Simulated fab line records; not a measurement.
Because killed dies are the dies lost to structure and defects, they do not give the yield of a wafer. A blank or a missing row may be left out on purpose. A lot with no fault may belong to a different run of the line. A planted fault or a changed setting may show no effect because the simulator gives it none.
Matching of chambers | flow gf180mcu | GF_V1_CVD_02 on pecvd-03: 3 sister chambers
The step deposits SiO2 from TEOS, target thk 850 nm, time 94.851 s. 3 wafers are shown with their chamber, then 9 later ones without.

== EACH WAFER AND ITS CHAMBER ==
wafer  | chamber | heater-power-outer-w (W)
L855.1 | 0       | 259
L860.1 | 1       | 456
L860.4 | 2       | 340

== WAFERS MISSING THEIR CHAMBER ==
wafer  | heater-power-outer-w (W)
L861.2 | 386
L861.3 | 324
L861.6 | 331
L868.1 | 270
L868.3 | 359
L868.6 | 391
L869.1 | 334
L869.3 | 285
L869.6 | 385

== THE CHAMBER EACH PASSED THROUGH ==
wafer  | from the rows above     | in truth
L861.2 | can't be placed: 2 or 1 | 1
L861.3 | can't be placed: 2 or 0 | 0
L861.6 | 2                       | 2
L868.1 | can't be placed: 0 or 2 | 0
L868.3 | 2                       | 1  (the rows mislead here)
L868.6 | can't be placed: 2 or 1 | 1
L869.1 | 2                       | 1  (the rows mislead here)
L869.3 | can't be placed: 0 or 2 | 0
L869.6 | can't be placed: 2 or 1 | 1
Placed correctly: 1 of 9. These rows do not allow placing 6 (true chamber among the candidates in 6). Wrongly placed: 2.
How it was worked out, from the rows above alone: a wafer's distance from a chamber is the root of the sum, over the readings, of the square of ((its reading less the chamber's mean) divided by the reading's scatter). The wafer belongs to the nearest chamber; if the next one is less than 2 further off, it can't be placed. A chamber's mean is the mean of its shown wafers. The scatter: root of mean squared gap, hidden wafer to nearest shown wafer, with one shown wafer a chamber.
